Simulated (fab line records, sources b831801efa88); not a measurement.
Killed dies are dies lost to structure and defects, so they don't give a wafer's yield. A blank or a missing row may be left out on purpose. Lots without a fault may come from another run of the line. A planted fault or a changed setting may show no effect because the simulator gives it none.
Which tool did it? | flow gf180mcu | 12 lots, 36 wafers sampled, at 7 steps of a route of 602

WHAT THE GAUGES READ, wafer by wafer
GF_POLY_GATE_THK_MEAS_17. Usual: POLY_GATE_OXIDATION_THK 4.01 nm, standard deviation 0.083.
lot  | measured     | on            | POLY_GATE_OXIDATION_THK (nm) | flag
L937 | day 9 11:37  | film_metro-04 | 4.16 4.15 4.05               |
L938 | day 9 13:35  | film_metro-04 | 4.04 4.11 4.09               |
L940 | day 10 23:53 | film_metro-01 | 3.82 3.88 3.88               |
L942 | day 11 09:37 | film_metro-04 | 4.07 4.02 3.96               |
L948 | day 13 06:52 | film_metro-01 | 3.96 3.99 4.02               |
L952 | day 14 02:15 | film_metro-04 | 4.04 4.03 4.00               |
L953 | day 14 08:44 | film_metro-04 | 3.96 4.02 4.01               |
L955 | day 14 21:41 | film_metro-03 | 4.00 4.06 4.03               |
L956 | day 15 04:12 | film_metro-04 | 4.06 4.08 3.99               |
L957 | day 15 06:18 | film_metro-04 | 4.08 4.03 4.08               |
L958 | day 15 13:16 | film_metro-01 | 4.04 3.91 4.00               |
L959 | day 15 19:31 | film_metro-04 | 3.98 4.00 4.00               |

GF_HV_LDD_CD_MEAS_19: target cd 400 nm. Usual: cd_nm 399.6 nm, standard deviation 2.3.
lot  | measured     | on        | cd_nm (nm)        | flag
L937 | day 10 23:42 | cd_sem-02 | 401.3 402.2 403.8 |
L938 | day 11 02:09 | cd_sem-01 | 401.7 402.6 400.7 |
L940 | day 12 10:48 | cd_sem-02 | 399.4 400.9 399.7 |
L942 | day 12 21:51 | cd_sem-02 | 396.3 399.7 396.7 |
L948 | day 15 00:27 | cd_sem-02 | - - -             | OFF
L952 | day 15 21:03 | cd_sem-02 | 393.1 393.4 394.7 |
L953 | day 16 04:10 | cd_sem-01 | 398.3 399.4 398.6 |
L955 | day 16 17:27 | cd_sem-01 | 397.1 395.5 398.6 |
L956 | day 17 00:00 | cd_sem-01 | 400.2 398.9 398.9 |
L957 | day 17 02:57 | cd_sem-01 | 398.3 398.8 397.2 |
L958 | day 17 09:26 | cd_sem-01 | 400.6 402.0 401.0 |
L959 | day 17 17:09 | cd_sem-02 | 401.2 398.9 400.1 |

GF_HV_LDD_TW_MEAS_23. Usual: HV_LDD_2_TW 1055, standard deviation 5.7.
lot  | measured     | on            | HV_LDD_2_TW    | flag
L937 | day 11 00:07 | film_metro-03 | 1062 1058 1051 |
L938 | day 11 02:32 | film_metro-02 | 1052 1049 1049 |
L940 | day 12 11:13 | film_metro-01 | 1068 1057 1061 |
L942 | day 12 22:16 | film_metro-01 | 1059 1058 1057 |
L948 | day 15 00:52 | film_metro-02 | 30 30 30       | OFF
L952 | day 15 21:28 | film_metro-03 | 1054 1061 1051 |
L953 | day 16 04:34 | film_metro-01 | 1066 1059 1054 |
L955 | day 16 17:52 | film_metro-01 | 1051 1053 1047 |
L956 | day 17 00:25 | film_metro-02 | 1052 1046 1048 |
L957 | day 17 03:22 | film_metro-03 | 1063 1064 1058 |
L958 | day 17 09:50 | film_metro-03 | 1058 1058 1057 |
L959 | day 17 17:34 | film_metro-02 | 1050 1038 1048 |

GF_HV_LDD_CD_MEAS_46: target cd 400 nm. Usual: cd_nm 400.9 nm, standard deviation 1.9.
lot  | measured     | on        | cd_nm (nm)        | flag
L937 | day 12 12:18 | cd_sem-01 | 400.3 399.5 399.3 |
L938 | day 12 15:06 | cd_sem-01 | 398.9 399.6 400.0 |
L940 | day 14 02:42 | cd_sem-01 | 397.6 399.1 399.5 |
L942 | day 14 13:39 | cd_sem-01 | 398.3 398.6 397.9 |
L948 | day 16 20:00 | cd_sem-02 | 397.8 399.4 397.3 |
L952 | day 17 18:48 | cd_sem-01 | 399.7 399.7 400.6 |
L953 | day 18 02:25 | cd_sem-02 | 402.0 401.9 403.2 |
L955 | day 18 16:24 | cd_sem-01 | 400.7 402.0 400.2 |
L956 | day 19 00:12 | cd_sem-01 | 400.8 399.7 399.3 |
L957 | day 19 02:54 | cd_sem-02 | 400.6 400.8 400.3 |
L958 | day 19 09:43 | cd_sem-01 | 401.2 404.0 400.4 |
L959 | day 19 18:51 | cd_sem-01 | 403.5 404.3 403.5 |

GF_HV_LDD_TW_MEAS_50. Usual: HV_LDD_4_TW 566, standard deviation 3.6.
lot  | measured     | on            | HV_LDD_4_TW    | flag
L937 | day 12 12:41 | film_metro-01 | 565 565 569    |
L938 | day 12 15:29 | film_metro-02 | 562 565 565    |
L940 | day 14 03:07 | film_metro-02 | 564 566 564    |
L942 | day 14 14:04 | film_metro-02 | 564 567 562    |
L948 | day 16 20:25 | film_metro-02 | 1102 1101 1103 | OFF
L952 | day 17 19:13 | film_metro-02 | 563 564 559    |
L953 | day 18 02:49 | film_metro-01 | 572 573 574    |
L955 | day 18 16:49 | film_metro-02 | 562 565 563    |
L956 | day 19 00:37 | film_metro-01 | 566 566 563    |
L957 | day 19 03:19 | film_metro-01 | 569 566 561    |
L958 | day 19 10:07 | film_metro-03 | 564 569 569    |
L959 | day 19 19:16 | film_metro-01 | 565 567 568    |

WHICH TOOL RAN EACH LOT (tool, then ch and the chambers of the sampled wafers, then the start)
lot  | GF_VT_IMPLANT_STRIP_31               | GF_HV_LDD_EXPOSE_16
L937 | plasma_asher-01 ch 0,1, day 7 02:46  | iline_stepper-01 ch 0, day 10 14:25
L938 | plasma_asher-03 ch 0,1, day 7 05:16  | iline_stepper-02 ch 0, day 10 17:31
L940 | plasma_asher-04 ch 0,1, day 8 10:08  | iline_stepper-01 ch 0, day 12 01:40
L942 | plasma_asher-04 ch 0,1, day 8 14:50  | iline_stepper-02 ch 0, day 12 12:44
L948 | plasma_asher-03 ch 0,1, day 10 03:23 | iline_stepper-02 ch 0, day 14 13:41
L952 | plasma_asher-03 ch 0,1, day 11 04:59 | iline_stepper-01 ch 0, day 15 09:30
L953 | plasma_asher-03 ch 0,1, day 11 11:02 | iline_stepper-01 ch 0, day 15 17:22
L955 | plasma_asher-01 ch 0,1, day 11 23:23 | iline_stepper-01 ch 0, day 16 06:21
L956 | plasma_asher-01 ch 0,1, day 12 06:47 | iline_stepper-02 ch 0, day 16 12:38
L957 | plasma_asher-03 ch 0,1, day 12 10:05 | iline_stepper-02 ch 0, day 16 15:18
L958 | plasma_asher-03 ch 0,1, day 12 18:33 | iline_stepper-02 ch 0, day 16 22:58
L959 | plasma_asher-04 ch 0,1, day 12 22:38 | iline_stepper-01 ch 0, day 17 06:08
- GF_VT_IMPLANT_STRIP_31: strips in O2/N2.
- GF_HV_LDD_EXPOSE_16: exposes mask Pplus LV AREA, target cd 400 nm.

WHAT THE TOOLS THEMSELVES READ (means of the sampled wafers that have a number; where no wafer has one, the mark that the record gives instead)
GF_VT_IMPLANT_STRIP_31. Usual: drypump_motor_current_A 5.51 A, standard deviation 0.16; heater_power_w 368 W, standard deviation 36; oes_product_au 0.716 a.u., standard deviation 0.0044; strip_time_to_endpoint_s 12.63 s, standard deviation 0.04.
lot  | tool            | drypump_motor_current_A (A) | heater_power_w (W) | oes_product_au (a.u.) | strip_time_to_endpoint_s (s) | flag
L937 | plasma_asher-01 | 5.28                        | 336                | 0.715                 | 12.58                        |
L938 | plasma_asher-03 | 5.68                        | 362                | 0.716                 | 12.68                        |
L940 | plasma_asher-04 | 5.50                        | 385                | 0.717                 | 12.58                        |
L942 | plasma_asher-04 | 5.49                        | 389                | 0.719                 | 12.69                        |
L948 | plasma_asher-03 | 5.64                        | 367                | 0.715                 | 12.68                        |
L952 | plasma_asher-03 | 5.64                        | 370                | 0.717                 | 12.63                        |
L953 | plasma_asher-03 | 5.63                        | 368                | 0.717                 | 12.64                        |
L955 | plasma_asher-01 | 5.28                        | 339                | 0.717                 | 12.59                        |
L956 | plasma_asher-01 | 5.31                        | 321                | 0.715                 | 12.69                        |
L957 | plasma_asher-03 | 5.63                        | 367                | 0.719                 | 12.64                        |
L958 | plasma_asher-03 | 5.62                        | 372                | 0.720                 | 12.66                        |
L959 | plasma_asher-04 | 5.52                        | 415                | 0.713                 | 12.63                        |

THE ANSWER, worked out from the rows above alone
Rule: a lot is off if the mean of its wafers that have a number lies more than 3 standard deviations from the usual mean. A lot without any number at a reading at which 4 lots or more have one is off too. The other lots that the step has rows for count as sound. The gauges are gone through in route order, then the tools' own readings, and for those a lot's mean is taken as printed above. The first step at which some lot is off is used, and at that step the reading that is off furthest; a lot without a number counts as furthest.
Off: L948, at GF_HV_LDD_CD_MEAS_19 (cd_nm). Without a number there: L948.
A tool fits if, at a process step before that reading, it ran every lot that is off, and no sound lot after the first of them. The gauges at GF_HV_LDD_CD_MEAS_19 aren't tried: what is off there is off at GF_HV_LDD_TW_MEAS_23 too, on other tools, and a gauge's error can't cause that. None of those tried fits.

WHAT THE SIMULATOR HAD PUT IN
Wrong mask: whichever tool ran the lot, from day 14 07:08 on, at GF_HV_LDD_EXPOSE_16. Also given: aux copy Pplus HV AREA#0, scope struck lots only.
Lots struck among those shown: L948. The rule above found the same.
